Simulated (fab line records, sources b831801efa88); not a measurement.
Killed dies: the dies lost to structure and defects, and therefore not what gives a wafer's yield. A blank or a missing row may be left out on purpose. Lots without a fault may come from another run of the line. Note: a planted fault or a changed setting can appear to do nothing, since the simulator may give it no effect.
fab line records | flow gf180mcu | part 1 of 2: steps 1 to 30 of 41
record lots=5 wafers=15 last-day=34
route steps=602 shown HV_LDD@221 NSD@235 PSD@248
lots that met no fault: from a run of the same line without faults
start-h: the number of hours between the record's first day and the start of the first shown wafer of the lot | wait-h: time in hours since the lot's previous step | " unchanged from the row above | L1.1+2: one row covering several wafers at once | - no value, or no start given | * or withheld: withheld | < > ~ a bound
route shown NAME@n: a module of which the file shows steps, and the number in the route of the first | usual: mean and standard deviation over wafers with no fault | same: alike in all rows | chamber/n: place in a boat | sites: the reading at each site | _std_site: their standard deviation | _edge_site: mean of outer sites minus mean of inner sites | radius-mm: for every site, how far away it sits from the centre of the wafer | mask NAME#n: copy n | behind: tool/chamber where the wafer was last shaped | hold: the reason the lot was held/the length of the hold in hours/how it ended | device: names the non-switching transistor (n, p or np) | end of line: the same wafers' tests at the end of the route | step lacking rows: just its recipe | killed: dies that structure and defects cost at the first sort, which is not the same as the wafer's yield | map: per-die view of a wafer (x killed, . not killed, _ where there is no die)
set.NAME: the setting as run; set.NAME@STEP: as run at that earlier step | model.NAME: the simulator's own value behind a step, which no gauge read
lots at some steps of the route; a table a step, a row a wafer
services: a tool's chamber out of use, with start hour (start-h, from the record's first day; less than 0 if before it), hours out, and reason
## steps
# step GF_HV_LDD_DEVELOP_45
# recipe develop-time-s=60 dev-temp-c=23
# columns lot.wafer tool chamber start-h wait-h
L077.1+2+3 litho-track-01 0 296.95 0.1
L084.1+2+6 litho-track-04 0 351.62 0.1
L091.1+4+5 litho-track-01 0 414.14 0.1
L092.2+3+6 litho-track-04 0 421.29 0.1
L096.1+3+4 litho-track-01 0 450.39 0.1
# step GF_HV_LDD_CD_MEAS_46
# recipe target-cd-nm=400
# usual cd-nm=401.0/2.3
# columns lot.wafer tool chamber start-h wait-h cd-nm
L077.1 cd-sem-01 - 297.10 0.1 404.3
L077.2 " - " " 404.0
L077.3 " - " " 403.4
L084.1 cd-sem-02 - 351.77 0.1 403.1
L084.2 " - " " 401.6
L084.6 " - " " 403.2
L091.1 cd-sem-02 - 414.29 0.1 401.2
L091.4 " - " " 400.7
L091.5 " - " " 402.1
L092.2 cd-sem-01 - 421.44 0.1 401.6
L092.3 " - " " 401.3
L092.6 " - " " 400.5
L096.1 cd-sem-02 - 450.54 0.1 402.9
L096.3 " - " " 402.7
L096.4 " - " " 405.0
# step GF_HV_LDD_OVL_MEAS_47
# usual HV_LDD_03_OVL=0.1/1.6
# columns lot.wafer tool chamber start-h wait-h HV_LDD_03_OVL[nm]
L077.1 overlay-01 - 297.22 0.1 -1.5
L077.2 " - " " 0.9
L077.3 " - " " 1.5
L084.1 overlay-01 - 351.89 0.1 0.2
L084.2 " - " " 1.4
L084.6 " - " " -0.1
L091.1 overlay-01 - 414.41 0.1 -2.4
L091.4 " - " " 1.3
L091.5 " - " " -0.4
L092.2 overlay-01 - 421.55 0.1 -1.6
L092.3 " - " " -1.3
L092.6 " - " " 0.0
L096.1 overlay-02 - 450.66 0.1 -2.6
L096.3 " - " " -1.8
L096.4 " - " " -2.2
# step GF_HV_LDD_IMPLANT_48
# recipe species=B energy-kev=25 dose-cm2=3e+13 tilt-deg=7
# columns lot.wafer tool chamber start-h wait-h
L077.1+2+3 implanter-02 0 297.25 0.0
L084.1+2+6 implanter-02 0 351.93 0.0
L091.1+4+5 implanter-02 0 414.45 0.0
L092.2+3+6 implanter-03 0 421.60 0.0
L096.1+3+4 implanter-03 0 450.70 0.0
# step GF_HV_LDD_STRIP_49
# recipe chemistry=O2/N2 power-w=1400 pressure-mtorr=1500 platen-temp-c=250 o2-flow-sccm=3000 n2-flow-sccm=300 overash-fraction=0.5
# usual drypump-motor-current-A=5.7/0.62 heater-power-w=341/27 oes-product-au=0.716/0.0046 strip-time-to-endpoint-s=12.63/0.037
# columns lot.wafer tool chamber start-h wait-h drypump-motor-current-A heater-power-w oes-product-au rf-hours-counter-h strip-time-to-endpoint-s
L077.1 plasma-asher-03 1 297.40 0.1 4.8 298 0.720 19 12.66
L077.2 " 0 " " 6.1 369 0.717 19 12.66
L077.3 " 0 " " 6.1 369 0.726 - 12.63
L084.1 plasma-asher-01 0 352.08 0.1 5.3 321 0.715 72 12.60
L084.2 " 1 " " 6.6 380 0.719 72 12.62
L084.6 " 1 " " 6.6 365 0.718 - 12.61
L091.1 plasma-asher-02 0 414.60 0.1 6.0 342 0.717 73 12.68
L091.4 " 1 " " 5.2 337 0.709 - 12.67
L091.5 " 0 " " 6.0 348 0.719 - 12.68
L092.2 plasma-asher-02 1 421.73 0.1 5.2 328 0.716 73 12.74
L092.3 " 0 " " 5.9 344 0.711 - 12.71
L092.6 " 1 " " 5.2 326 0.715 - 12.68
L096.1 plasma-asher-01 0 450.85 0.1 5.3 331 0.709 2 12.65
L096.3 " 0 " " 5.3 342 0.705 - 12.60
L096.4 " 1 " " 6.7 382 0.718 - 12.60
# step GF_HV_LDD_TW_MEAS_50
# usual HV_LDD_4_TW=575/12
# columns lot.wafer tool chamber start-h wait-h HV_LDD_4_TW
L077.1 film-metro-01 - 297.50 0.1 562
L077.2 " - " " 561
L077.3 " - " " 557
L084.1 film-metro-01 - 352.18 0.1 558
L084.2 " - " " 558
L084.6 " - " " 557
L091.1 film-metro-04 - 414.70 0.1 590
L091.4 " - " " 586
L091.5 " - " " 588
L092.2 film-metro-04 - 421.84 0.1 586
L092.3 " - " " 590
L092.6 " - " " 586
L096.1 film-metro-04 - 450.95 0.1 585
L096.3 " - " " 585
L096.4 " - " " 587
# step GF_HV_LDD_CLEAN_51
# recipe chemistry=SC1/SC2 mix=1:4:20 temp-c=70 time-s=150 dry=n2-spin
# usual bath-heat-duty-pct=13.2/1.3 temp-c=70.00/0.14
# columns lot.wafer tool chamber start-h wait-h bath-heat-duty-pct temp-c
L077.1 wet-bench-01 0 297.56 0.1 14.1 70.05
L077.2 " 0 " " 14.1 69.99
L077.3 " 0 " " 14.3 70.17
L084.1 wet-bench-01 3 352.24 0.1 15.4 70.06
L084.2 " 3 " " 13.2 69.83
L084.6 " 3 " " 14.9 69.95
L091.1 wet-bench-02 2 414.76 0.1 10.9 69.92
L091.4 " 2 " " 11.4 69.84
L091.5 " 2 " " 10.9 69.80
L092.2 wet-bench-02 1 421.89 0.0 11.6 70.00
L092.3 " 1 " " 11.1 70.07
L092.6 " 1 " " 10.9 70.16
L096.1 wet-bench-02 1 451.01 0.1 13.1 69.81
L096.3 " 1 " " 12.0 69.87
L096.4 " 1 " " 13.1 69.88
# step GF_HV_LDD_RTA_52
# recipe temp-c=1000 time-s=10 ambient=N2
# usual lamp-power-pct=32.0/1.5 wafer_temp_C_max=1005.4/1.4
# columns lot.wafer tool chamber start-h wait-h lamp-power-pct wafer_temp_C_max
L077.1 rtp-anneal-02 0 297.78 0.0 33.7 1004.6
L077.2 " 0 " " 33.8 1005.7
L077.3 " 0 " " 33.7 1004.6
L084.1 rtp-anneal-01 0 352.29 0.0 30.6 1005.0
L084.2 " 0 " " 30.6 1005.3
L084.6 " 0 " " 30.7 1005.6
L091.1 rtp-anneal-02 0 414.81 0.0 33.7 1004.1
L091.4 " 0 " " 33.7 1002.7
L091.5 " 0 " " 33.7 1005.0
L092.2 rtp-anneal-02 0 421.95 0.0 33.7 1005.1
L092.3 " 0 " " 33.8 1004.7
L092.6 " 0 " " 33.8 1005.8
L096.1 rtp-anneal-01 0 451.06 0.0 30.6 1007.1
L096.3 " 0 " " 30.6 1006.7
L096.4 " 0 " " 30.6 1005.7
# step GF_HV_LDD_RS_MEAS_53
# recipe thk-meas-gauge=four-point-probe
# usual HV_LDD_RS=418.2/1.1
# columns lot.wafer tool chamber start-h wait-h HV_LDD_RS[ohm/sq]
L077.1 film-metro-03 - 297.85 0.1 417.3
L077.2 " - " " 417.1
L077.3 " - " " 418.2
L084.1 film-metro-04 - 352.35 0.1 418.5
L084.2 " - " " 419.1
L084.6 " - " " 419.0
L091.1 film-metro-01 - 414.88 0.1 418.4
L091.4 " - " " 418.0
L091.5 " - " " 418.4
L092.2 film-metro-01 - 422.02 0.1 419.1
L092.3 " - " " 418.8
L092.6 " - " " 419.9
L096.1 film-metro-01 - 451.13 0.1 417.8
L096.3 " - " " 417.4
L096.4 " - " " 417.5
# step GF_HV_LDD_CVD_54
# recipe material=SiO2 target-thk-nm=10 precursor=TEOS temp-c=680 time-s=75 pressure-mtorr=400
# usual spike-tc-lower-C=681.1/1.3 susceptor-temp-C=679.88/0.3
# columns lot.wafer tool chamber start-h wait-h spike-tc-lower-C susceptor-temp-C
L077.1 lpcvd-02 1 297.97 0.1 679.9 679.95
L077.2 " 1 " " 680.7 679.48
L077.3 " 1 " " 680.5 680.06
L084.1 lpcvd-02 1 352.47 0.1 679.8 679.93
L084.2 " 1 " " 681.6 679.73
L084.6 " 1 " " 681.5 679.73
L091.1 lpcvd-02 1 415.00 0.1 680.5 679.71
L091.4 " 1 " " 680.2 679.45
L091.5 " 1 " " 681.3 679.57
L092.2 lpcvd-01 0 422.12 0.1 680.4 680.30
L092.3 " 0 " " 682.4 679.91
L092.6 " 0 " " 681.2 679.70
L096.1 lpcvd-01 1 451.25 0.1 680.2 680.10
L096.3 " 1 " " 679.5 679.62
L096.4 " 1 " " 680.8 680.59
# step GF_HV_LDD_THK_MEAS_55
# recipe reads=SiO2_of_HV_LDD_CVD_54
# usual HV_LDD_CVD_54_THK=9.99/0.13
# columns lot.wafer tool chamber start-h wait-h HV_LDD_CVD_54_THK[nm]
L077.1 film-metro-01 - 298.99 0.0 9.92
L077.2 " - " " 9.81
L077.3 " - " " 9.84
L084.1 film-metro-01 - 354.00 0.0 9.87
L084.2 " - " " 9.73
L084.6 " - " " 9.85
L091.1 film-metro-03 - 416.02 0.0 9.96
L091.4 " - " " 9.99
L091.5 " - " " 9.90
L092.2 film-metro-01 - 423.15 0.0 10.09
L092.3 " - " " 10.03
L092.6 " - " " 9.95
L096.1 film-metro-01 - 452.27 0.0 10.03
L096.3 " - " " 9.93
L096.4 " - " " 10.01
# step GF_HV_LDD_CVD_56
# recipe material=Si3N4 precursor=DCS/NH3 target-thk-nm=90 temp-c=770 time-s=1543 pressure-mtorr=250
# usual spike-tc-lower-C=771.2/1.1 susceptor-temp-C=770.1/0.35
# columns lot.wafer tool chamber start-h wait-h spike-tc-lower-C susceptor-temp-C
L077.1 lpcvd-02 1 299.05 0.1 768.9 770.3
L077.2 " 1 " " 770.3 770.0
L077.3 " 1 " " 770.1 769.3
L084.1 lpcvd-01 1 354.06 0.1 771.2 770.2
L084.2 " 1 " " 771.3 770.3
L084.6 " 1 " " 769.4 770.2
L091.1 lpcvd-01 0 416.08 0.1 771.9 769.9
L091.4 " 0 " " 773.8 769.3
L091.5 " 0 " " 772.2 769.6
L092.2 lpcvd-01 0 423.20 0.0 771.6 769.7
L092.3 " 0 " " 770.2 769.9
L092.6 " 0 " " 770.8 769.6
L096.1 lpcvd-02 1 452.33 0.1 771.0 770.2
L096.3 " 1 " " 769.7 770.2
L096.4 " 1 " " 771.0 770.4
# step GF_HV_LDD_THK_MEAS_57
# recipe reads=Si3N4_of_HV_LDD_CVD_56
# usual HV_LDD_CVD_56_THK=89.9/0.94
# columns lot.wafer tool chamber start-h wait-h HV_LDD_CVD_56_THK[nm]
L077.1 film-metro-04 - 300.48 0.0 89.7
L077.2 " - " " 88.8
L077.3 " - " " 89.7
L084.1 film-metro-01 - 355.49 0.0 89.7
L084.2 " - " " 89.5
L084.6 " - " " 89.6
L091.1 film-metro-03 - 417.51 0.0 89.5
L091.4 " - " " 90.2
L091.5 " - " " 89.9
L092.2 film-metro-03 - 424.64 0.0 90.2
L092.3 " - " " 90.8
L092.6 " - " " 90.1
L096.1 film-metro-03 - 453.76 0.0 92.6
L096.3 " - " " 91.9
L096.4 " - " " 92.0
# step GF_HV_LDD_ETCHBACK_58
# recipe chemistry=CH3F/O2 target=Si3N4 stop-on=SiO2 source-w=400 bias-w=80 pressure-mtorr=25 ch3f-flow-sccm=40 O2_flow_sccm=30 time-s=100 target-depth-a=900
# usual drypump-motor-current-A=6.0/0.35 oes-product-au=0.842/0.0065 throttle-valve-pct=10.562/0.0091
# columns lot.wafer tool chamber start-h wait-h drypump-motor-current-A oes-product-au rf-hours-counter-h throttle-valve-pct
L077.1 rie-diel-01 1 300.54 0.1 6.7 0.838 5 10.554
L077.2 " 2 " " 6.2 0.834 4 10.562
L077.3 " 0 " " 5.8 0.849 53 10.563
L084.1 rie-diel-03 3 355.55 0.1 6.2 0.844 100 10.549
L084.2 " 0 " " 5.6 0.842 5 10.558
L084.6 " 3 " " 6.2 0.845 - 10.569
L091.1 rie-diel-03 1 417.57 0.1 5.7 0.843 11 10.572
L091.4 " 3 " " 6.2 0.850 102 10.573
L091.5 " 3 " " 6.3 0.840 - 10.566
L092.2 rie-diel-01 1 424.69 0.0 6.6 0.840 9 10.554
L092.3 " 3 " " 5.7 0.849 2 10.565
L092.6 " 3 " " 5.7 0.847 - 10.573
L096.1 rie-diel-02 1 453.82 0.1 5.8 0.856 1 10.583
L096.3 " 3 " " 6.0 0.849 9 10.547
L096.4 " 0 " " 5.5 0.848 21 10.554
# step GF_NSD_DEHYDRATE_00
# recipe temp-c=200 time-s=60
# columns lot.wafer tool chamber start-h wait-h
L077.1+2+3 litho-track-03 0 310.14 9.6
L084.1+2+6 litho-track-02 0 365.69 10.1
L091.1+4+5 litho-track-03 0 429.19 11.6
L092.2+3+6 litho-track-02 0 435.66 10.9
L096.1+3+4 litho-track-02 0 464.93 11.1
# step GF_NSD_HMDS_01
# recipe prime-time-s=60 prime-temp-c=120
# columns lot.wafer tool chamber start-h wait-h
L077.1+2+3 litho-track-03 0 310.29 0.1
L084.1+2+6 litho-track-02 0 365.84 0.1
L091.1+4+5 litho-track-03 0 429.34 0.1
L092.2+3+6 litho-track-02 0 435.81 0.1
L096.1+3+4 litho-track-02 0 465.08 0.1
# step GF_NSD_COAT_02
# recipe resist=NOVOLAK spin-rpm=3000 resist-thk-nm=1000
# columns lot.wafer tool chamber start-h wait-h
L077.1+2+3 litho-track-03 0 310.44 0.1
L084.1+2+6 litho-track-02 0 365.99 0.1
L091.1+4+5 litho-track-03 0 429.49 0.1
L092.2+3+6 litho-track-02 0 435.96 0.1
L096.1+3+4 litho-track-02 0 465.23 0.1
# step GF_NSD_SOFTBAKE_03
# recipe temp-c=90 time-s=60 resist=NOVOLAK
# columns lot.wafer tool chamber start-h wait-h
L077.1+2+3 litho-track-03 0 310.59 0.1
L084.1+2+6 litho-track-02 0 366.14 0.1
L091.1+4+5 litho-track-03 0 429.64 0.1
L092.2+3+6 litho-track-02 0 436.11 0.1
L096.1+3+4 litho-track-02 0 465.38 0.1
# step GF_NSD_EXPOSE_04
# recipe mask-id=Nplus target-cd-nm=400 na=0.6 source-shape=conventional sigma-outer=0.6 dose-mj=140
# usual reticle-temp-C=22.99/0.091
# columns lot.wafer tool chamber start-h wait-h mask reticle-temp-C
L077.1 iline-stepper-02 0 - - Nplus#0 23.04
L077.2 " 0 " " Nplus#0 23.05
L077.3 " 0 " " Nplus#0 22.88
L084.1 iline-stepper-02 0 - - Nplus#0 22.97
L084.2 " 0 " " Nplus#0 23.19
L084.6 " 0 " " Nplus#0 23.08
L091.1 iline-stepper-01 0 - - Nplus#0 22.84
L091.4 " 0 " " Nplus#0 22.99
L091.5 " 0 " " Nplus#0 22.94
L092.2 iline-stepper-01 0 - - Nplus#0 22.88
L092.3 " 0 " " Nplus#0 22.86
L092.6 " 0 " " Nplus#0 22.93
L096.1 iline-stepper-01 0 - - Nplus#0 22.85
L096.3 " 0 " " Nplus#0 22.92
L096.4 " 0 " " Nplus#0 23.08
# step GF_NSD_PEB_05
# recipe temp-c=withheld time-s=* resist=NOVOLAK
# columns lot.wafer tool chamber start-h wait-h
L077.1+2+3 litho-track-02 0 - -
L084.1+2+6 litho-track-02 0 - -
L091.1+4+5 litho-track-04 0 - -
L092.2+3+6 litho-track-03 0 - -
L096.1+3+4 litho-track-03 0 - -
# step GF_NSD_DEVELOP_06
# recipe develop-time-s=60 dev-temp-c=23
# columns lot.wafer tool chamber start-h wait-h
L077.1+2+3 litho-track-02 0 321.34 0.1
L084.1+2+6 litho-track-02 0 377.28 0.1
L091.1+4+5 litho-track-04 0 441.32 0.1
L092.2+3+6 litho-track-03 0 447.81 0.1
L096.1+3+4 litho-track-03 0 477.04 0.1
# step GF_NSD_CD_MEAS_07
# recipe target-cd-nm=400
# usual cd-nm=400.4/2.4
# columns lot.wafer tool chamber start-h wait-h cd-nm
L077.1 cd-sem-01 - 321.49 0.1 397.9
L077.2 " - " " 399.7
L077.3 " - " " 398.8
L084.1 cd-sem-01 - 377.43 0.1 401.7
L084.2 " - " " 399.8
L084.6 " - " " 402.2
L091.1 cd-sem-01 - 441.47 0.1 400.2
L091.4 " - " " 403.2
L091.5 " - " " 403.4
L092.2 cd-sem-01 - 447.96 0.1 399.8
L092.3 " - " " 399.9
L092.6 " - " " 401.4
L096.1 cd-sem-01 - 477.19 0.1 400.0
L096.3 " - " " 398.5
L096.4 " - " " 400.8
# step GF_NSD_OVL_MEAS_08
# usual NSD_OVL=-0.6/1.2
# columns lot.wafer tool chamber start-h wait-h NSD_OVL[nm]
L077.1 overlay-01 - 321.61 0.1 0.5
L077.2 " - " " 2.4
L077.3 " - " " 0.8
L084.1 overlay-02 - 377.55 0.1 1.0
L084.2 " - " " -0.2
L084.6 " - " " -0.7
L091.1 overlay-02 - 441.59 0.1 0.1
L091.4 " - " " -1.8
L091.5 " - " " 0.9
L092.2 overlay-02 - 448.06 0.1 -1.9
L092.3 " - " " -1.6
L092.6 " - " " -2.7
L096.1 overlay-02 - 477.31 0.1 -1.8
L096.3 " - " " -1.7
L096.4 " - " " -0.5
# step GF_NSD_IMPLANT_09
# recipe species=As energy-kev=60 dose-cm2=4e+15 tilt-deg=7
# columns lot.wafer tool chamber start-h wait-h
L077.1+2+3 implanter-03 0 321.64 0.0
L084.1+2+6 implanter-02 0 377.59 0.0
L091.1+4+5 implanter-02 0 441.62 0.0
L092.2+3+6 implanter-02 0 448.12 0.0
L096.1+3+4 implanter-01 0 477.34 0.0
# step GF_NSD_IMPLANT_10
# recipe species=P energy-kev=40 dose-cm2=5e+14 tilt-deg=7
# columns lot.wafer tool chamber start-h wait-h
L077.1+2+3 implanter-03 0 321.79 0.1
L084.1+2+6 implanter-02 0 377.74 0.1
L091.1+4+5 implanter-02 0 441.77 0.1
L092.2+3+6 implanter-02 0 448.27 0.1
L096.1+3+4 implanter-01 0 477.49 0.1
# step GF_NSD_STRIP_11
# recipe chemistry=O2/N2 power-w=1400 pressure-mtorr=1500 platen-temp-c=250 o2-flow-sccm=3000 n2-flow-sccm=300 overash-fraction=0.5
# usual drypump-motor-current-A=5.7/0.61 heater-power-w=336/31 oes-product-au=0.487/0.0041 strip-time-to-endpoint-s=22.98/0.038
# columns lot.wafer tool chamber start-h wait-h drypump-motor-current-A heater-power-w oes-product-au rf-hours-counter-h strip-time-to-endpoint-s
L077.1 plasma-asher-03 1 321.94 0.1 4.8 290 0.493 22 22.99
L077.2 " 0 " " 6.1 360 0.483 22 22.95
L077.3 " 0 " " 6.1 380 0.483 - 22.97
L084.1 plasma-asher-04 1 377.89 0.1 6.1 353 0.492 60 22.99
L084.2 " 0 " " 5.9 322 0.487 60 22.98
L084.6 " 1 " " 6.2 338 0.489 - 22.99
L091.1 plasma-asher-03 0 441.92 0.1 6.1 371 0.488 35 23.03
L091.4 " 1 " " 4.8 294 0.487 - 23.06
L091.5 " 0 " " 6.1 359 0.489 - 23.07
L092.2 plasma-asher-01 0 448.39 0.1 5.3 326 0.485 2 22.91
L092.3 " 1 " " 6.6 381 0.491 - 22.94
L092.6 " 1 " " 6.6 382 0.501 - 22.95
L096.1 plasma-asher-03 1 477.64 0.1 4.8 302 0.487 39 23.04
L096.3 " 1 " " 4.8 304 0.487 - 23.03
L096.4 " 0 " " 6.1 370 0.481 - 23.05
# step GF_NSD_TW_MEAS_12
# usual NSD_TW=4217/42
# columns lot.wafer tool chamber start-h wait-h NSD_TW
L077.1 film-metro-03 - 322.04 0.1 4265
L077.2 " - " " 4246
L077.3 " - " " 4259
L084.1 film-metro-02 - 377.99 0.1 4204
L084.2 " - " " 4234
L084.6 " - " " 4225
L091.1 film-metro-01 - 442.02 0.1 4135
L091.4 " - " " 4153
L091.5 " - " " 4143
L092.2 film-metro-03 - 448.50 0.1 4260
L092.3 " - " " 4264
L092.6 " - " " 4280
L096.1 film-metro-01 - 477.74 0.1 4173
L096.3 " - " " 4190
L096.4 " - " " 4203
# step GF_PSD_DEHYDRATE_00
# recipe temp-c=200 time-s=60
# columns lot.wafer tool chamber start-h wait-h
L077.1+2+3 litho-track-01 0 331.65 9.6
L084.1+2+6 litho-track-04 0 388.97 11.0
L091.1+4+5 litho-track-01 0 453.39 11.4
L092.2+3+6 litho-track-01 0 459.57 11.1
L096.1+3+4 litho-track-01 0 489.19 11.4
# step GF_PSD_HMDS_01
# recipe prime-time-s=60 prime-temp-c=120
# columns lot.wafer tool chamber start-h wait-h
L077.1+2+3 litho-track-01 0 331.80 0.1
L084.1+2+6 litho-track-04 0 389.12 0.1
L091.1+4+5 litho-track-01 0 453.54 0.1
L092.2+3+6 litho-track-01 0 459.72 0.1
L096.1+3+4 litho-track-01 0 489.34 0.1
# step GF_PSD_COAT_02
# recipe resist=NOVOLAK spin-rpm=3000 resist-thk-nm=1000
# columns lot.wafer tool chamber start-h wait-h
L077.1+2+3 litho-track-01 0 331.95 0.1
L084.1+2+6 litho-track-04 0 389.27 0.1
L091.1+4+5 litho-track-01 0 453.69 0.1
L092.2+3+6 litho-track-01 0 459.87 0.1
L096.1+3+4 litho-track-01 0 489.49 0.1
